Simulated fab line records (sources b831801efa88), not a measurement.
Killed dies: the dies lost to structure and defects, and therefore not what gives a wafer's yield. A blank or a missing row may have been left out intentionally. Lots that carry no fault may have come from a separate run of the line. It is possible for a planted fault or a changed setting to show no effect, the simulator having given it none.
Struck lot and sound lot, side by side :: flow sky130 :: 24 out of 708 route steps
Sound: wafers L210.3, L210.5, L210.6. Wafers L222.2, L222.4, L222.5 were the ones struck. Last of all comes the cause.
Order at every step that has rows: each side's tool, ch and its chambers, its first start. Under that, the readings that differ: sound wafers :: struck wafers :: difference of the means :: sigmas: that difference in standard deviations of wafers without a fault.
alike: same words and numbers on both sides, and readings whose means sit less than 2 such deviations apart. not compared: any withheld reading, any reading some wafer has no value for, any bound like >300 that may hide the same value, and any number with overlapping values for which the record gives no deviation.
Wherever a step has rows on one side only, a row that says differs or no value, or a row with sigmas, the two part there. Numbers that don't overlap but have no deviation are shown without sigmas and don't part them. Lack of a reading on every wafer of one side parts them only where that side has two or more wafers.

SKY_CONTACT_THK_MEAS_26: measures by xrf.
  sound: film metro-01 at day 34 15:40; struck: film metro-04 at day 37 05:58
  alike: CONTACT_W_THK
SKY_CONTACT_CMP_27: polishes, stops on SiO2, t overpolish 15 s, target thk 0 nm.
  sound on cmp-01 ch 0,1,3, day 34 15:51; struck on cmp-02 ch 1,2, day 37 06:01
  alike: motor current A, overpolish run s, slurry flow ml min, time to endpoint s
SKY_METAL1_SPUTTER_00: material Ti, target thk 15 nm, time 10 s.
  sound: pvd sputter-02 at day 34 16:00; struck: pvd sputter-02 at day 37 06:19
  alike: throttle valve pct
SKY_METAL1_SPUTTER_01: material TiN, target thk 20 nm, time 16.7 s.
  sound: pvd sputter-02 at day 34 16:01; struck: pvd sputter-02 at day 37 06:20
  alike: throttle valve pct
then, 1 step without rows for these wafers: SKY_METAL1_SPUTTER_02 (material AlCu, target thk 250 nm, time 13.3 s).
SKY_METAL1_SPUTTER_03: material Ti, target thk 5 nm, time 3.3 s.
  sound: pvd sputter-02 at day 34 16:04; struck: pvd sputter-02 at day 37 06:23
  alike: throttle valve pct
SKY_METAL1_SPUTTER_04: material TiN, target thk 70 nm, time 58.3 s.
  sound: pvd sputter-02 at day 34 16:05; struck: pvd sputter-02 at day 37 06:25
  alike: throttle valve pct
SKY_METAL1_RS_MEAS_05: the measuring method here is four-point-probe.
  sound: film metro-02 at day 34 16:11; struck: film metro-04 at day 37 06:28
  alike: METAL1_ALCU_RS
SKY_METAL1_THK_MEAS_06: measures by xrf.
  sound: film metro-02 at day 34 16:17; struck: film metro-04 at day 37 06:35
  alike: METAL1_ALCU_THK
then, 3 steps without rows for these wafers: SKY_METAL1_DEHYDRATE_07 (time 60 s); SKY_METAL1_HMDS_08 (prime time 60 s); SKY_METAL1_COAT_09 (resist thk 60 nm).
SKY_METAL1_COAT_10: resist thk 450 nm.
  sound on litho track-01 ch 0, day 35 04:00; struck on litho track-04 ch 0, day 37 19:00
reading: spin speed rpm (rpm)
sound: 2999.6 3000.4 3000.8
struck: 3345.9 3344.1 3342.9
difference: +344.0
sigmas: +99 or more

reading: model.KrF-thick_of_METAL1_COAT_10.thk nm (nm)
sound: 452.6 451.6 451.4
struck: 427.6 428.2 427.3
difference: -24.2
sigmas: 
  alike: exhaust pa
then, 4 steps without rows for these wafers: SKY_METAL1_SOFTBAKE_11 (time 87.81 s); SKY_METAL1_EXPOSE_12 (exposes mask MM1, target cd 140 nm); SKY_METAL1_PEB_13; SKY_METAL1_DEVELOP_14 (develop time 60 s).
SKY_METAL1_CD_MEAS_15 targets a cd of 140 nm.
  sound: cd sem-02 at day 35 18:41; struck: cd sem-01 at day 38 07:37
  alike: cd nm
SKY_METAL1_OVL_MEAS_16:
  sound: overlay-02 at day 35 18:46; struck: overlay-02 at day 38 07:43
  alike: METAL1_OVL
then, 2 steps without rows for these wafers: SKY_METAL1_DESCUM_17 (chemistry O2, time 8 s); SKY_METAL1_ETCH_18 (etches BARC in N2/H2, stops on SiO2, time 45.9 s, target depth 60 nm).
SKY_METAL1_METAL_ETCH_19: etches the open film in Cl2/BCl3, stops on SiO2, target depth 360 nm, time 78 s.
  sound on rie metal-01 ch 0,1, day 35 18:55; struck on rie metal-04 ch 0,1, day 38 07:51
reading: model.KrF-thick_of_METAL1_COAT_10.thk nm (nm)
sound: 162.3 159.3 163.3
struck: 134.2 133 132.3
difference: -28.5
sigmas: 
  alike: drypump motor current A, he backside leak sccm, oes product au, throttle valve pct
  not compared: rf hours counter h
SKY_METAL1_STRIP_20: strips in O2/N2.
  sound on plasma asher-01 ch 0,1, day 35 19:01; struck on plasma asher-04 ch 0,1, day 38 07:56
reading: oes product au (a.u.)
sound: 0.346 0.348 0.346
struck: 0.331 0.339 0.339
difference: -0.010
sigmas: -2

reading: strip time to endpoint s (s)
sound: 2.72 2.71 2.74
struck: 2.41 2.41 2.40
difference: -0.32
sigmas: -8
  alike: drypump motor current A
  not compared: rf hours counter h
then, 1 step without rows for these wafers: SKY_METAL1_STRIP_21 (strips in post etch residue remover, time 1200 s).

## WHERE THEY PART
Last at SKY_METAL1_STRIP_20 as far as this record goes, first at SKY_METAL1_COAT_10.

WHY: what had been put in by the simulator
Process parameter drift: litho track-04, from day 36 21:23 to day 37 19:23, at SKY_METAL1_COAT_10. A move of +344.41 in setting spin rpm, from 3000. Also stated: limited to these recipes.
